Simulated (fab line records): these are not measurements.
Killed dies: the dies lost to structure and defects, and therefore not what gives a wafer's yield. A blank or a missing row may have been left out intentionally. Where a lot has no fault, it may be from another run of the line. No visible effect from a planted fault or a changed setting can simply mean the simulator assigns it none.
Code-filled problem report in 8D (eight disciplines) form + flow sky130 + the parts of the form that need people (team, actions taken, sign-off) are left out

== 1. THE PROBLEM ==
Mean of rfFwdPowerW at SKY_METAL1_METAL_ETCH_19: 751 W over 2 wafers from 1 lot, against 894 W (standard deviation 3.4) on wafers with no fault. Measured from the usual mean, that is -42 standard deviations.
The step: etches the open film in Cl2/BCl3, stops on SiO2, target depth 360 nm, time 78 s.
First observed at day 37 01:49: wafer L932.3, on rieMetal-01. The record holds 30 wafers of 10 lots with a number at this step. Rule for "out" (also "out of limits"): further than 4 standard deviations from the usual mean. Any other wafer with a number is counted as sound.

== 2. WHAT IT IS, WHAT IT ISN'T ==
| question                    | is                | is not                                                                          |
|-----------------------------|-------------------|---------------------------------------------------------------------------------|
| which readings at this step | rfFwdPowerW       | drypumpMotorCurrentA, oesProductAu, throttleValvePct                            |
| which lots                  | L932              | L918, L919, L923, L925, L926, L930, L938, L939, L941                            |
| which wafers of those lots  | L932.3, L932.5    | L932.4                                                                          |
| read on which tools         | rieMetal-01       | rieMetal-04                                                                     |
| when                        | from day 37 01:49 | up to then (19 sound wafers); but 9 sound wafers of L938, L939, L941 came after |

== 3. SUSPECTS, AND WHAT RULES EACH OUT ==
Counting: if a tool at a process step up to the reading ran every lot that is out, it stays a suspect. Sound lots after the first of them don't rule it out here, since some wafers of a struck lot are sound.
- cmp-02 at SKY_CONTACT_CMP_04 (polishes SiO2): kept. L932, the lot that is out, went through it at day 34 19:28; up to then, the latest sound lot through it was L930 at day 34 01:50.
- rieDiel-03 at SKY_CONTACT_ETCH_18 (etches Si3N4 in CHF3/O2, stops on TiN, time 39 s, target depth 75 nm): kept. L932, the lot that is out, went through it at day 37 01:49; up to then, the latest sound lot through it was L930 at day 36 09:08. With no start given for some of its lots, SKY_CONTACT_ETCH_18 uses the hours and lot order of SKY_METAL1_METAL_ETCH_19.
- rieMetal-01 at SKY_METAL1_METAL_ETCH_19 (etches the open film in Cl2/BCl3, stops on SiO2, target depth 360 nm, time 78 s): kept. L932, the lot that is out, went through it at day 37 01:49; up to then, the latest sound lot through it was L926 at day 35 04:52. Its own readings are out on those wafers: rfFwdPowerW.
- Within cmp-02 at SKY_CONTACT_CMP_04: the wafers that are out ran in chamber 2; their sound lot-mates ran in chamber 1.
- Within rieDiel-03 at SKY_CONTACT_ETCH_18: the wafers that are out ran in chambers 0, 2; their sound lot-mates ran in chamber 3.
- Within rieMetal-01 at SKY_METAL1_METAL_ETCH_19: the wafers that are out ran in chamber 1; their sound lot-mates ran in chamber 0.
The count leaves cmp-02 at SKY_CONTACT_CMP_04, rieDiel-03 at SKY_CONTACT_ETCH_18, and rieMetal-01 at SKY_METAL1_METAL_ETCH_19.

== 4. THE CAUSE (what the simulator had put in) ==
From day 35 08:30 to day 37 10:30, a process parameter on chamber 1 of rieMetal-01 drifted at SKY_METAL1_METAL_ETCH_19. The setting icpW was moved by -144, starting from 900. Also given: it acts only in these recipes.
After counting, 3 suspects remain, this tool included.

== 5. THE CHAIN OF EFFECTS, in route order ==
Each row: a reading whose mean over the struck wafers that have a number lies more than 3 standard deviations from the usual. Readings are gone through only where the record gives a usual standard deviation; hours: the median, over the lots, of the time from a lot's start at the first step in this table giving one to that lot's start at this step; sigmas: the change measured in usual standard deviations.
| hours | step                     | reading              | usual      | on struck wafers | change | sigmas |
|-------|--------------------------|----------------------|------------|------------------|--------|--------|
| 0     | SKY_METAL1_METAL_ETCH_19 | rfFwdPowerW          | 894 W      | 751              | -143   | -42    |
| 0     | SKY_METAL1_STRIP_20      | oesProductAu         | 0.344 a.u. | 0.362            | +0.019 | +3.2   |
| 0     | SKY_METAL1_STRIP_20      | stripTimeToEndpointS | 2.72 s     | 3.16             | +0.44  | +5.8   |
It contains these process steps:
- SKY_METAL1_METAL_ETCH_19: etches the open film in Cl2/BCl3, stops on SiO2, target depth 360 nm, time 78 s.
- SKY_METAL1_STRIP_20: strips in O2/N2.

== 6. HOW IT WOULD HAVE BEEN CAUGHT EARLIER ==
41 hours passed between the start of the fault at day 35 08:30 and the first reading out of limits in this record, taken at day 37 01:49.
